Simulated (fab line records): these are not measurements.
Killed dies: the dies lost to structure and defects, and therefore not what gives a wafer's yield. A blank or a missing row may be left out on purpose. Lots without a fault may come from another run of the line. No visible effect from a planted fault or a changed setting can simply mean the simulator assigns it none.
Which tool did it? + flow sky130 + 36 wafers from 12 lots sampled at 2 of the route's 708 steps

## WHAT EACH GAUGE READ, for each wafer
SKY_LDD_HVN_OVL_MEAS_07.
| lot  | measured     | on         | LDD_HVN_OVL (nm) |
|------|--------------|------------|------------------|
| L074 | day 20 21:17 | overlay-02 | 0.6 1.0 -0.1     |
| L077 | day 21 05:57 | overlay-02 | 1.4 1.8 2.2      |
| L079 | day 21 23:53 | overlay-01 | 0.6 1.8 0.8      |
| L081 | day 23 03:20 | overlay-01 | 0.4 2.5 0.1      |
| L084 | day 24 06:32 | overlay-01 | -1.0 -0.5 -0.2   |
| L085 | day 24 17:50 | overlay-01 | -0.3 0.3 0.8     |
| L087 | day 25 12:45 | overlay-01 | 1.0 -0.1 0.5     |
| L089 | day 25 19:26 | overlay-02 | 1.7 1.6 0.5      |
| L091 | day 26 11:37 | overlay-01 | 2.5 1.2 2.7      |
| L093 | day 27 08:14 | overlay-02 | -0.2 1.0 1.8     |
| L095 | day 27 13:08 | overlay-02 | 0.8 1.0 0.2      |
| L097 | day 28 11:01 | overlay-01 | 0.9 0.2 1.7      |

## TOOL THAT RAN EACH LOT (tool first, then ch and the chambers of the sampled wafers, then the start)
| lot  | SKY_SONOS_ONO_ETCH_15              |
|------|------------------------------------|
| L074 | rie-diel-03 ch 0,2,3, day 13 04:20 |
| L077 | rie-diel-02 ch 2,3, day 13 09:36   |
| L079 | rie-diel-03 ch 0,2,3, day 14 03:43 |
| L081 | rie-diel-02 ch 0,2,3, day 15 03:14 |
| L084 | rie-diel-01 ch 1,3, day 16 05:01   |
| L085 | rie-diel-03 ch 0,1,2, day 16 17:02 |
| L087 | rie-diel-01 ch 1,2, day 17 10:16   |
| L089 | rie-diel-02 ch 1,2,3, day 17 15:51 |
| L091 | rie-diel-03 ch 2,3, day 18 07:40   |
| L093 | rie-diel-02 ch 0,1,2, day 19 05:36 |
| L095 | rie-diel-01 ch 0,1,2, day 19 13:00 |
| L097 | rie-diel-02 ch 0,1,2, day 20 11:42 |
- SKY_SONOS_ONO_ETCH_15: etches the open film in CHF3/O2, target depth 19.52 nm, time 7.8 s.

## THE ANSWER, worked out from the rows above alone
Rule: what is usual is taken from the lots themselves. The widest of any qualifying gaps counts: lots, ordered by their means at a reading, are off when they make up no more than a third of the lots, leave a main group of 4 or more, and stand apart from it by 3 or more times the standard deviation of that group's means. Not used: any main group whose means are identical at the precision the tables above print for the reading. Also off: a lot with no number at a reading for which 4 or more lots have one. The other lots that the step has rows for count as sound.
No lot is off on any of the readings shown, so nothing can be concluded from this.

## WHAT WAS PUT IN BY THE SIMULATOR
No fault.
